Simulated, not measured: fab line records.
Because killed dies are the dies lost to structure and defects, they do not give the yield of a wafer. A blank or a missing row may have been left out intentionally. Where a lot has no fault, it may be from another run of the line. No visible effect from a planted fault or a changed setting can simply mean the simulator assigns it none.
Which tool was responsible?	flow sky130	24 lots, 72 wafers sampled, at 3 steps of a route of 708

## WHAT THE GAUGES SHOWED, per wafer
SKY_METAL4_CD_MEAS_13: the cd target is 300 nm. Usual: 299.7 nm for cdNm, sd 1.5.
lot	measured	on	cdNm (nm)	flag
L074	day 42 05:44	cdSem-01	297.9 298.8 298.4	
L075	day 42 08:01	cdSem-02	299.7 300.6 299.1	
L076	day 42 15:55	cdSem-01	300.8 299.6 297.8	
L077	day 43 07:05	cdSem-01	301.5 300.4 302.2	
L079	day 43 14:58	cdSem-02	299.2 297.7 297.6	
L078	day 43 15:58	cdSem-01	299.8 300.0 300.9	
L080	day 43 16:53	cdSem-02	299.0 299.8 298.2	
L081	day 44 17:10	cdSem-02	302.0 299.2 301.0	
L083	day 44 22:17	cdSem-01	297.8 299.1 298.3	
L082	day 45 00:41	cdSem-01	299.4 299.5 298.6	
L084	day 45 03:19	cdSem-01	302.4 301.7 300.6	
L085	day 45 13:32	cdSem-02	303.3 301.7 301.5	
L086	day 45 18:26	cdSem-01	301.5 299.9 300.6	
L088	day 46 10:17	cdSem-01	300.1 299.1 299.0	
L087	day 46 11:16	cdSem-02	299.6 299.3 299.7	
L090	day 46 11:44	cdSem-01	296.1 296.4 297.1	
L089	day 46 12:31	cdSem-01	298.7 299.1 299.9	
L091	day 46 17:16	cdSem-01	297.5 297.4 297.6	
L092	day 46 20:59	cdSem-01	298.2 299.6 300.3	
L093	day 47 05:28	cdSem-01	299.9 301.0 301.5	
L094	day 47 08:20	cdSem-02	299.9 299.5 300.0	
L095	day 47 12:40	cdSem-02	299.8 300.8 299.4	
L096	day 47 19:26	cdSem-02	300.7 300.6 300.5	
L097	day 47 21:50	cdSem-01	302.0 302.1 300.9	

## WHAT TOOL EACH LOT RAN ON (gives the tool, then ch and the chambers of the sampled wafers, and finally the start)
lot	SKY_VIA2_STRIP_16	SKY_VIA2_CVD_21
L074	plasmaAsher-01 ch 0,1, day 36 18:02	cvdW-01 ch 0,1, day 36 18:41
L075	plasmaAsher-03 ch 0,1, day 36 19:41	cvdW-01 ch 0,1, day 36 20:22
L076	plasmaAsher-01 ch 0,1, day 37 07:53	cvdW-01 ch 0,1, day 37 08:32
L077	plasmaAsher-02 ch 0,1, day 37 23:42	cvdW-02 ch 0, day 38 00:21
L079	plasmaAsher-02 ch 0,1, day 38 08:44	cvdW-01 ch 0,1, day 38 09:23
L078	plasmaAsher-02 ch 0,1, day 38 09:23	cvdW-01 ch 0,1, day 38 10:02
L080	plasmaAsher-03 ch 0,1, day 38 09:55	cvdW-02 ch 0,1, day 38 10:35
L081	plasmaAsher-02 ch 0,1, day 39 12:08	cvdW-02 ch 0,1, day 39 12:47
L083	plasmaAsher-01 ch 0,1, day 39 17:59	cvdW-01 ch 0,1, day 39 18:38
L082	plasmaAsher-02 ch 0,1, day 39 22:08	cvdW-01 ch 0,1, day 39 22:47
L084	plasmaAsher-01 ch 0,1, day 40 02:09	cvdW-01 ch 0, day 40 02:48
L085	plasmaAsher-01 ch 0,1, day 40 12:38	cvdW-02 ch 0,1, day 40 13:17
L086	plasmaAsher-01 ch 0,1, day 40 18:12	cvdW-01 ch 0, day 40 18:52
L088	plasmaAsher-03 ch 0,1, day 41 10:53	cvdW-02 ch 0, day 41 11:32
L087	plasmaAsher-02 ch 0,1, day 41 11:50	cvdW-01 ch 0,1, day 41 12:31
L090	plasmaAsher-02 ch 0,1, day 41 13:28	cvdW-01 ch 0,1, day 41 14:08
L089	plasmaAsher-02 ch 1, day 41 15:02	cvdW-01 ch 0,1, day 41 15:41
L091	plasmaAsher-03 ch 0,1, day 41 19:10	cvdW-01 ch 0,1, day 41 19:50
L092	plasmaAsher-02 ch 0,1, day 41 22:48	cvdW-01 ch 0,1, day 41 23:28
L093	plasmaAsher-03 ch 0,1, day 42 11:28	cvdW-02 ch 0,1, day 42 12:08
L094	plasmaAsher-01 ch 0,1, day 42 12:37	cvdW-02 ch 0,1, day 42 13:17
L095	plasmaAsher-01 ch 0,1, day 42 17:47	cvdW-01 ch 0,1, day 42 18:26
L096	plasmaAsher-03 ch 0,1, day 43 02:59	cvdW-02 ch 0,1, day 43 03:38
L097	plasmaAsher-03 ch 0,1, day 43 05:56	cvdW-01 ch 0,1, day 43 06:35
- SKY_VIA2_STRIP_16: strips in O2/N2.
- SKY_VIA2_CVD_21: deposits W, target thk 420 nm, time 126.4 s.

## WHAT THE TOOLS THEMSELVES READ (means of the sampled wafers that have a number; where no wafer has one, the mark that the record gives instead)
SKY_VIA2_STRIP_16. Usual: drypumpMotorCurrentA 5.7 A, standard deviation 0.46; oesProductAu 0.398 a.u., standard deviation 0.0044; stripTimeToEndpointS 4.044 s, standard deviation 0.022.
lot	tool	drypumpMotorCurrentA (A)	oesProductAu (a.u.)	stripTimeToEndpointS (s)	flag
L074	plasmaAsher-01	5.4	0.402	4.035	
L075	plasmaAsher-03	5.4	0.400	4.060	
L076	plasmaAsher-01	5.4	0.397	4.024	
L077	plasmaAsher-02	6.1	0.403	4.031	
L079	plasmaAsher-02	6.2	0.401	4.057	
L078	plasmaAsher-02	6.2	0.401	4.045	
L080	plasmaAsher-03	5.4	0.399	4.036	
L081	plasmaAsher-02	6.2	0.400	4.044	
L083	plasmaAsher-01	5.6	0.398	4.028	
L082	plasmaAsher-02	6.1	0.398	4.040	
L084	plasmaAsher-01	5.4	0.400	4.048	
L085	plasmaAsher-01	5.6	0.398	4.049	
L086	plasmaAsher-01	5.6	0.398	4.038	
L088	plasmaAsher-03	5.4	0.397	4.056	
L087	plasmaAsher-02	6.2	0.398	4.034	
L090	plasmaAsher-02	6.1	0.401	4.023	
L089	plasmaAsher-02	5.9	0.404	4.063	
L091	plasmaAsher-03	5.4	0.399	4.043	
L092	plasmaAsher-02	6.3	0.400	4.053	
L093	plasmaAsher-03	5.4	0.393	4.049	
L094	plasmaAsher-01	5.6	0.396	4.020	
L095	plasmaAsher-01	5.6	0.398	4.067	
L096	plasmaAsher-03	5.4	0.398	4.046	
L097	plasmaAsher-03	5.4	0.397	4.031	

SKY_VIA2_CVD_21. Usual: 912 W for heaterPowerW, sd 64.
lot	tool	heaterPowerW (W)	flag
L074	cvdW-01	949	
L075	cvdW-01	942	
L076	cvdW-01	943	
L077	cvdW-02	834	
L079	cvdW-01	929	
L078	cvdW-01	950	
L080	cvdW-02	961	
L081	cvdW-02	917	
L083	cvdW-01	896	
L082	cvdW-01	896	
L084	cvdW-01	909	
L085	cvdW-02	916	
L086	cvdW-01	907	
L088	cvdW-02	845	
L087	cvdW-01	852	
L090	cvdW-01	889	
L089	cvdW-01	869	
L091	cvdW-01	879	
L092	cvdW-01	897	
L093	cvdW-02	976	
L094	cvdW-02	908	
L095	cvdW-01	897	
L096	cvdW-02	957	
L097	cvdW-01	897	

## THE ANSWER, worked out from the rows above alone
Rule: lot off if the mean of its wafers having a number is beyond 3 standard deviations from the usual mean. Also off: a lot with no number at a reading for which 4 or more lots have one. All remaining lots with rows at the step are treated as sound. Order of review: gauges by route order, followed by the tools' own readings, for which a lot's mean as printed above is used. At the first step where some lot is off, the reading lying furthest off is the one used; lots without a number count as furthest.
Across all readings shown, no lot is off: no conclusion can be drawn from this.

## WHAT WAS PUT IN BY THE SIMULATOR
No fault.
